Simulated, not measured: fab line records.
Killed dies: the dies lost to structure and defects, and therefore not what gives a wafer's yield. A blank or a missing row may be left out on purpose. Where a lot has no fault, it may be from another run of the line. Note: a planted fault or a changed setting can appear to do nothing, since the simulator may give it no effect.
Problem report in the 8D (eight disciplines) form, filled by code    flow gf180mcu    the parts of the form that need people (team, actions taken, sign-off) are left out

1. WHAT IS WRONG
Mean of bias w at GF_HV_LDD_ETCHBACK_58: 77.45 W across 6 wafers in 2 lots; on wafers with no fault it is 80.05 W (standard deviation 0.25). Measured from the usual mean, that is -10 standard deviations.
The step: etches Si3N4 in CH3F/O2, stops on SiO2, time 100 s, target depth 90 nm.
First observed at day 15 17:34: wafer L218.2, on rie diel-02. The record has a number at this step for 39 wafers belonging to 13 lots. By rule, "out" or "out of limits" means more than 4 standard deviations away from the usual mean. The rest of the wafers with a number are treated as sound.

2. WHAT IT IS, WHAT IT ISN'T
question                     is                      is not
which readings at this step  bias w                  drypump motor current A, oes product au, throttle valve pct
which lots                   L218, L219              L210, L211, L214, L221, L223, L225, L227, L228, L231, L232, L233
which wafers of those lots   all that have a number  -
read on which tools          rie diel-02             rie diel-01, rie diel-04
when                         from day 15 17:34       up to then (9 sound wafers); but 24 sound wafers of L221, L223, L225, L227, L228, L231, L232, L233 came after

3. SUSPECTS, AND WHAT RULES EACH OUT
Counting: a tool stays on the suspect list if, at a process step up to the reading, it processed all lots that are out and no sound lot following the first of them.
- rie diel-02 at GF_HV_LDD_ETCHBACK_58 (etches Si3N4 in CH3F/O2, stops on SiO2, time 100 s, target depth 90 nm): kept. It processed each lot that is out, first L218 at day 15 17:34, and no sound lot thereafter; up to then, the last sound lot it processed was L214 at day 14 06:49. Its own bias w readings are out on those wafers.
The count leaves rie diel-02 at GF_HV_LDD_ETCHBACK_58.

4. THE CAUSE (what the simulator had put in)
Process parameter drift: rie diel-02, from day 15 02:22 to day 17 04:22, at GF_HV_LDD_ETCHBACK_58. From 80, the setting bias w moved by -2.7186. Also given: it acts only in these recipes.
Counting left only this tool.

5. THE EFFECT CHAIN, in route order
Each row: a reading whose mean over the struck wafers that have a number lies more than 3 standard deviations from the usual. Readings are gone through only where the record gives a usual standard deviation; hours: the median, over the lots, of the time from a lot's start at the first step in this table giving one to that lot's start at this step; sigmas: the change measured in usual standard deviations.
hours  step                   reading  usual    on struck wafers  change  sigmas
0      GF_HV_LDD_ETCHBACK_58  bias w   80.05 W  77.45             -2.59   -10
Process steps it contains:
- GF_HV_LDD_ETCHBACK_58: etches Si3N4 in CH3F/O2, stops on SiO2, time 100 s, target depth 90 nm.

6. WHAT WOULD HAVE CAUGHT IT SOONER
In this record the first reading out of limits was taken at day 15 17:34, 15 hours after the fault began at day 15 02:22.
